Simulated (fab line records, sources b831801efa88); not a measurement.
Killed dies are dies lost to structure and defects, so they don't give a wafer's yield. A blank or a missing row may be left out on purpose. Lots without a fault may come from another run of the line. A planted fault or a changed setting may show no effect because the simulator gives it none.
Split-lot experiment | flow sfq_line | 5 lots, 23 wafers read, on a route of 325 steps

THE SPLIT
At SFQ_TRILAYER_M4_DEP_SPUTTER_091 (material Nb, target thk 200 nm, time 133.3 s), the setting time_s was moved away from the recipe's 133.3 s on 6 of the 23 wafers read, by -6.5% to +10.9%. The other wafers ran this setting at the recipe's value.

FROM THE SPLIT TO THE READING: what the file shows between them, 4 steps
- SFQ_M4_RS_MEAS_924: measures by four-point-probe
- SFQ_TRILAYER_M4_LITHO_PEB_096: peb time 60 s (also split here: peb_time_s)
- SFQ_TRILAYER_M4_LITHO_DEVELOP_095: time 60 s
- SFQ_TRILAYER_M4_BARC_OPEN_METAL_ETCH_123: etches BARC in O2, target depth 125 nm, time 41.7 s

THE READING
oes_product_au, in a.u., at SFQ_TRILAYER_M4_ETCH_METAL_ETCH_096 (etches Nb in Cl2/Ar, stops on SiO2, target depth 240 nm, time 120 s). Fault-free wafers of this fab line usually give 0.891 a.u., standard deviation 0.006 a.u..

wafer  | tool, chamber at the split | time_s as run, s | against the recipe | oes_product_au, a.u. | against lot-mates on the recipe
L075.1 | pvd_sputter-05, -          | 147.8            | +10.9%             | 0.940                | +0.041
L075.3 | pvd_sputter-05, -          | 133.3            | recipe             | 0.900                | -
L075.4 | pvd_sputter-05, -          | 147.8            | +10.9%             | 0.942                | +0.043
L075.5 | pvd_sputter-05, -          | 133.3            | recipe             | 0.897                | -
L075.6 | pvd_sputter-05, -          | 147.8            | +10.9%             | 0.943                | +0.044
L077.1 | pvd_sputter-05, -          | 133.3            | recipe             | 0.895                | -
L077.4 | pvd_sputter-05, -          | 133.3            | recipe             | 0.894                | -
L077.6 | pvd_sputter-05, -          | 133.3            | recipe             | 0.887                | -
L080.1 | pvd_sputter-06, -          | 133.3            | recipe             | 0.884                | -
L080.2 | pvd_sputter-06, -          | 133.3            | recipe             | 0.896                | -
L080.4 | pvd_sputter-06, -          | 133.3            | recipe             | 0.881                | -
L080.5 | pvd_sputter-06, -          | 133.3            | recipe             | 0.892                | -
L080.6 | pvd_sputter-06, -          | 133.3            | recipe             | 0.894                | -
L081.2 | pvd_sputter-04, -          | 133.3            | recipe             | 0.888                | -
L081.3 | pvd_sputter-04, -          | 133.3            | recipe             | 0.878                | -
L081.4 | pvd_sputter-04, -          | 133.3            | recipe             | 0.888                | -
L081.5 | pvd_sputter-04, -          | 133.3            | recipe             | 0.888                | -
L081.6 | pvd_sputter-04, -          | 133.3            | recipe             | 0.885                | -
L083.1 | pvd_sputter-06, -          | 133.3            | recipe             | 0.888                | -
L083.2 | pvd_sputter-06, -          | 124.6            | -6.5%              | 0.857                | -0.036
L083.3 | pvd_sputter-06, -          | 124.6            | -6.5%              | 0.861                | -0.032
L083.4 | pvd_sputter-06, -          | 133.3            | recipe             | 0.897                | -
L083.6 | pvd_sputter-06, -          | 124.6            | -6.5%              | 0.858                | -0.035

THE FIT
A straight line over all 23 wafers: oes_product_au changes by +0.00476 a.u. for each +1% of time_s; r = +0.97; the points scatter about the line by 0.0054 a.u..
The same after taking each lot's own level away (the mean of its wafers on the recipe; 23 wafers): +0.00432 a.u. for each +1%; r = +0.98; scatter 0.0046 a.u..
On that fit, the largest move of time_s shifts the reading by 0.047 a.u..
The lots' own levels span 0.8854 to 0.8985 a.u., that is 2.2 times the standard deviation above.
So the lot-to-lot level changes the slope: the two fits differ.
Check: with one of the wafers moved furthest among these (+10.9%) left out of the fit, the line predicts +0.0474 a.u. for it against its lot-mates. It came out at +0.0415 a.u. against them.

OTHER SPLITS ON THESE WAFERS
These wafers also went through other splits before the reading. Each is held against what the fit with the lots' levels taken away leaves over:
other split on the same wafers                    | wafers away from the commonest value | r with oes_product_au (lot level and that fit taken away)
SFQ_TRILAYER_I3_VIA_BARC_OPEN_VIA_ETCH_121 time_s | 9                                    | -0.21
SFQ_TRILAYER_M4_LITHO_PEB_096 peb_time_s          | 11                                   | -0.13

THE WHOLE CHAIN: every reading that the file lists as answering this split, in the file's order
step                                | what it does                                                        | reading                                                                                   | change (the file's fit)                  | r (the file's)
SFQ_TRILAYER_M4_DEP_SPUTTER_091     | material Nb, target thk 200 nm, time 133.3 s                        | Nb_of_TRILAYER_M4_DEP_SPUTTER_091.thk_nm (the simulator's own value, which no gauge read) | +1.99 nm for each +1% of the setting     | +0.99
SFQ_M4_RS_MEAS_924                  | measures by four-point-probe                                        | M4_NB_RS                                                                                  | -0.0086 for each +1% of the setting      | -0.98
SFQ_TRILAYER_M4_ETCH_METAL_ETCH_096 | etches Nb in Cl2/Ar, stops on SiO2, target depth 240 nm, time 120 s | oes_product_au                                                                            | +0.0043 a.u. for each +1% of the setting | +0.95

THE FILE'S OWN FIT
oes_product_au changes by +0.0043 a.u. for each +1% of time_s, r = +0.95.
